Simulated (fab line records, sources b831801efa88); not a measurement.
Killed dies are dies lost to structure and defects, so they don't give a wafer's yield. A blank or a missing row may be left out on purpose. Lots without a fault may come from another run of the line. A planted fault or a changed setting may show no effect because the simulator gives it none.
fab line records | flow gf180mcu | part 2 of 2: steps 23 to 33 of 33
record lots=5 wafers=15 last_day=34
route steps=602 shown HV_LDD@224 NSD@235 PSD@248
lots that met no fault: from a run of the same line without faults
start_h: hours from the record's first day to the start of the lot's first wafer shown | wait_h: hours since the lot's step before | " the same as in the row above | L1.1+2: a row that stands for several wafers | - no value, or no start given | * or withheld: withheld | < > ~ a bound
route shown NAME@n: a module of which the file shows steps, and the number in the route of the first | usual: mean/standard deviation of fault-free wafers | same: alike in all rows | chamber/n: place in a boat | sites: the reading at each site | _std_site: their standard deviation | _edge_site: outer sites' mean less inner sites' | radius_mm: how far each site lies from the wafer's centre | mask NAME#n: copy n | behind: the tool/chamber that last shaped the wafer | hold: why the lot was held/for how many hours/how that ended | device: the transistor (n, p or np) that didn't switch | end of line: the same wafers' tests at the end of the route | a step without rows: its recipe alone | killed: dies lost to structure and defects at the first sort, not the wafer's yield | map: a wafer's dies, x killed, . not, _ none there
set.NAME: the setting as run; set.NAME@STEP: as run at that earlier step | model.NAME: the simulator's own value behind a step, which no gauge read
lots at some steps of the route; a table a step, a row a wafer
services: from which hour (start_h, from the record's first day; less than 0 if before it) a tool's chamber was out of use, for how many hours, and why
## steps
# step GF_NSD_STRIP_11
# recipe chemistry=O2/N2 power_w=1400 pressure_mtorr=1500 platen_temp_c=250 o2_flow_sccm=3000 n2_flow_sccm=300 overash_fraction=0.5
# usual drypump_motor_current_A=5.9/0.47 heater_power_w=317/49 oes_product_au=0.488/0.0044 platen_temp_c=249.99/0.17 strip_time_to_endpoint_s=22.97/0.033
# columns lot.wafer tool chamber start_h wait_h drypump_motor_current_A heater_power_w oes_product_au platen_temp_c rf_hours_counter_h strip_time_to_endpoint_s
L074.3 plasma_asher-02 1 293.48 0.1 5.9 273 0.490 249.93 - 22.97
L074.4 " 0 " " 5.4 423 0.491 250.25 - 22.98
L074.6 " 0 " " 5.4 424 0.489 250.14 - 23.02
L075.2 plasma_asher-02 1 305.24 0.1 5.9 274 0.483 250.15 67 23.01
L075.5 " 1 " " 6.0 272 0.494 249.83 - 23.01
L075.6 " 0 " " 5.4 430 0.489 249.97 - 23.01
L089.2 plasma_asher-04 0 423.35 0.1 6.3 298 0.482 249.80 61 22.96
L089.3 " 1 " " 5.3 322 0.491 249.92 - 22.99
L089.6 " 0 " " 6.3 304 0.482 250.09 - 22.95
L091.2 plasma_asher-02 1 437.69 0.1 5.9 258 0.492 250.24 1 22.96
L091.3 " 1 " " 6.0 261 0.485 250.15 - 23.00
L091.6 " 1 " " 5.9 268 0.483 250.14 - 22.96
L097.3 plasma_asher-03 1 491.57 0.1 6.5 358 0.493 250.16 - 23.00
L097.4 " 0 " " 6.2 255 0.487 250.09 - 23.01
L097.5 " 1 " " 6.5 365 0.483 250.17 - 22.97
# step GF_NSD_TW_MEAS_12
# usual NSD_TW=4213/50
# columns lot.wafer tool chamber start_h wait_h NSD_TW
L074.3 film_metro-04 - 293.56 0.1 4155
L074.4 " - " " 4190
L074.6 " - " " 4174
L075.2 film_metro-03 - 305.35 0.1 4178
L075.5 " - " " 4153
L075.6 " - " " 4194
L089.2 film_metro-01 - 423.46 0.1 4236
L089.3 " - " " 4257
L089.6 " - " " 4273
L091.2 film_metro-04 - 437.80 0.1 4145
L091.3 " - " " 4149
L091.6 " - " " 4138
L097.3 film_metro-01 - 491.66 0.1 4294
L097.4 " - " " 4312
L097.5 " - " " 4274
# step GF_PSD_DEHYDRATE_00
# recipe temp_c=200 time_s=60
# usual heater_power_total_W=160.38/0.12 resist_line_temp_C=22.99/0.095
# columns lot.wafer tool chamber start_h wait_h heater_power_total_W resist_line_temp_C
L074.3 litho_track-01 0 303.48 9.9 160.43 22.97
L074.4 " 0 " " 160.36 22.97
L074.6 " 0 " " 160.33 22.98
L075.2 litho_track-01 0 315.16 9.8 160.54 22.79
L075.5 " 0 " " 160.23 22.84
L075.6 " 0 " " 160.41 22.93
L089.2 litho_track-03 0 435.32 11.8 160.34 23.06
L089.3 " 0 " " 160.58 22.98
L089.6 " 0 " " 160.14 23.05
L091.2 litho_track-01 0 448.81 11.0 160.58 23.00
L091.3 " 0 " " 160.35 23.12
L091.6 " 0 " " 160.36 23.14
L097.3 litho_track-04 0 502.04 10.4 160.40 22.97
L097.4 " 0 " " 160.21 23.00
L097.5 " 0 " " 160.44 23.04
# step GF_PSD_HMDS_01
# recipe prime_time_s=60 prime_temp_c=120
# usual resist_line_temp_C=23.04/0.11
# columns lot.wafer tool chamber start_h wait_h resist_line_temp_C
L074.3 litho_track-01 0 303.63 0.1 23.13
L074.4 " 0 " " 22.89
L074.6 " 0 " " 23.16
L075.2 litho_track-01 0 315.31 0.1 23.00
L075.5 " 0 " " 22.96
L075.6 " 0 " " 23.06
L089.2 litho_track-03 0 435.47 0.1 23.02
L089.3 " 0 " " 22.99
L089.6 " 0 " " 23.15
L091.2 litho_track-01 0 448.96 0.1 23.02
L091.3 " 0 " " 22.96
L091.6 " 0 " " 23.08
L097.3 litho_track-04 0 502.19 0.1 23.09
L097.4 " 0 " " 22.97
L097.5 " 0 " " 23.03
# step GF_PSD_COAT_02
# recipe resist=NOVOLAK spin_rpm=3000 resist_thk_nm=1000
# usual resist_line_temp_C=22.99/0.1
# columns lot.wafer tool chamber start_h wait_h resist_line_temp_C
L074.3 litho_track-01 0 303.78 0.1 23.15
L074.4 " 0 " " 23.33
L074.6 " 0 " " 23.16
L075.2 litho_track-01 0 315.46 0.1 23.16
L075.5 " 0 " " 23.13
L075.6 " 0 " " 22.98
L089.2 litho_track-03 0 435.62 0.1 23.06
L089.3 " 0 " " 22.76
L089.6 " 0 " " 22.96
L091.2 litho_track-01 0 449.11 0.1 23.04
L091.3 " 0 " " 23.16
L091.6 " 0 " " 23.05
L097.3 litho_track-04 0 502.34 0.1 23.06
L097.4 " 0 " " 22.81
L097.5 " 0 " " 23.05
# step GF_PSD_SOFTBAKE_03
# recipe temp_c=90 time_s=60 resist=NOVOLAK
# usual heater_power_total_W=56.60/0.045 resist_line_temp_C=23.03/0.11
# columns lot.wafer tool chamber start_h wait_h heater_power_total_W resist_line_temp_C
L074.3 litho_track-01 0 303.93 0.1 56.53 22.94
L074.4 " 0 " " 56.65 22.97
L074.6 " 0 " " 56.61 23.16
L075.2 litho_track-01 0 315.61 0.1 56.63 22.92
L075.5 " 0 " " 56.58 22.94
L075.6 " 0 " " 56.61 23.03
L089.2 litho_track-03 0 435.77 0.1 56.60 22.96
L089.3 " 0 " " 56.61 22.96
L089.6 " 0 " " 56.51 23.01
L091.2 litho_track-01 0 449.26 0.1 56.62 23.05
L091.3 " 0 " " 56.53 23.11
L091.6 " 0 " " 56.58 23.01
L097.3 litho_track-04 0 502.49 0.1 56.54 23.04
L097.4 " 0 " " 56.59 23.04
L097.5 " 0 " " 56.59 23.10
# step GF_PSD_EXPOSE_04
# recipe mask_id=Pplus target_cd_nm=400 na=0.6 source_shape=conventional sigma_outer=0.6 dose_mj=140
# columns lot.wafer tool chamber start_h wait_h mask
L074.3+4+6 iline_stepper-01 0 - - Pplus#0
L075.2+5+6 iline_stepper-01 0 - - Pplus#0
L089.2+3+6 iline_stepper-02 0 - - Pplus#0
L091.2+3+6 iline_stepper-01 0 - - Pplus#0
L097.3+4+5 iline_stepper-02 0 - - Pplus#0
# step GF_PSD_PEB_05
# recipe temp_c=withheld time_s=* resist=NOVOLAK
# usual resist_line_temp_C=*
# columns lot.wafer tool chamber start_h wait_h resist_line_temp_C
L074.3 litho_track-03 0 - - *
L074.4 " 0 " " *
L074.6 " 0 " " *
L075.2 litho_track-01 0 - - *
L075.5 " 0 " " *
L075.6 " 0 " " *
L089.2 litho_track-04 0 - - *
L089.3 " 0 " " *
L089.6 " 0 " " *
L091.2 litho_track-03 0 - - *
L091.3 " 0 " " *
L091.6 " 0 " " *
L097.3 litho_track-04 0 - - *
L097.4 " 0 " " *
L097.5 " 0 " " *
# step GF_PSD_DEVELOP_06
# recipe develop_time_s=60 dev_temp_c=23
# usual resist_line_temp_C=23.01/0.11
# columns lot.wafer tool chamber start_h wait_h resist_line_temp_C
L074.3 litho_track-03 0 313.89 0.1 23.00
L074.4 " 0 " " 22.94
L074.6 " 0 " " 22.83
L075.2 litho_track-01 0 325.76 0.1 23.00
L075.5 " 0 " " 22.92
L075.6 " 0 " " 22.81
L089.2 litho_track-04 0 447.82 0.1 23.04
L089.3 " 0 " " 22.99
L089.6 " 0 " " 22.93
L091.2 litho_track-03 0 461.27 0.1 22.87
L091.3 " 0 " " 22.80
L091.6 " 0 " " 22.92
L097.3 litho_track-04 0 514.09 0.1 23.10
L097.4 " 0 " " 23.31
L097.5 " 0 " " 23.20
# step GF_PSD_CD_MEAS_07
# recipe target_cd_nm=400
# usual cd_nm=399.9/2.4
# columns lot.wafer tool chamber start_h wait_h cd_nm
L074.3 cd_sem-01 - 314.03 0.1 398.3
L074.4 " - " " 397.1
L074.6 " - " " 399.3
L075.2 cd_sem-02 - 325.90 0.1 401.7
L075.5 " - " " 400.4
L075.6 " - " " 402.6
L089.2 cd_sem-01 - 447.96 0.1 402.7
L089.3 " - " " 404.3
L089.6 " - " " 403.2
L091.2 cd_sem-02 - 461.41 0.1 398.5
L091.3 " - " " 399.0
L091.6 " - " " 400.8
L097.3 cd_sem-01 - 514.23 0.1 400.5
L097.4 " - " " 400.6
L097.5 " - " " 401.1
# step GF_PSD_OVL_MEAS_08
# usual PSD_OVL=-0.8/1.5
# columns lot.wafer tool chamber start_h wait_h PSD_OVL[nm]
L074.3 overlay-01 - 314.13 0.1 -0.6
L074.4 " - " " -0.9
L074.6 " - " " 1.0
L075.2 overlay-01 - 326.01 0.1 0.4
L075.5 " - " " -1.0
L075.6 " - " " -0.6
L089.2 overlay-01 - 448.07 0.1 -4.1
L089.3 " - " " -3.8
L089.6 " - " " -4.8
L091.2 overlay-01 - 461.52 0.1 -1.6
L091.3 " - " " -1.8
L091.6 " - " " -2.2
L097.3 overlay-02 - 514.32 0.1 -1.2
L097.4 " - " " -1.5
L097.5 " - " " -1.5
## services
# columns tool chamber start_h hours kind
rie_diel-03 3 250.49 1.6 repair
iline_stepper-02 - 257.79 2.1 pm
rie_diel-01 2 262.55 5.3 repair
iline_stepper-02 - 264.27 1.7 pm
rie_diel-01 - 269.21 1.0 repair
implanter-03 - 316.50 2.7 repair
implanter-03 - 321.03 4.9 pm
implanter-03 - 325.96 5.6 pm
iline_stepper-02 - 329.34 4.4 pm
implanter-03 - 351.90 5.6 repair
plasma_asher-02 - 354.23 7.2 repair
plasma_asher-02 - 358.45 2.1 repair
lpcvd-01 - 363.56 2.8 pm
implanter-01 - 394.42 4.2 pm
rtp_anneal-01 - 404.01 3.9 pm
plasma_asher-02 - 421.25 9.0 pm
implanter-03 - 427.28 4.8 repair
iline_stepper-01 - 442.03 1.7 pm
lpcvd-02 - 448.71 2.8 pm
rie_diel-01 2 454.36 7.0 repair
plasma_asher-02 - 462.11 11.8 repair
iline_stepper-01 - 468.62 2.1 pm
iline_stepper-02 - 482.45 1.7 pm
rie_diel-01 - 496.68 2.8 pm
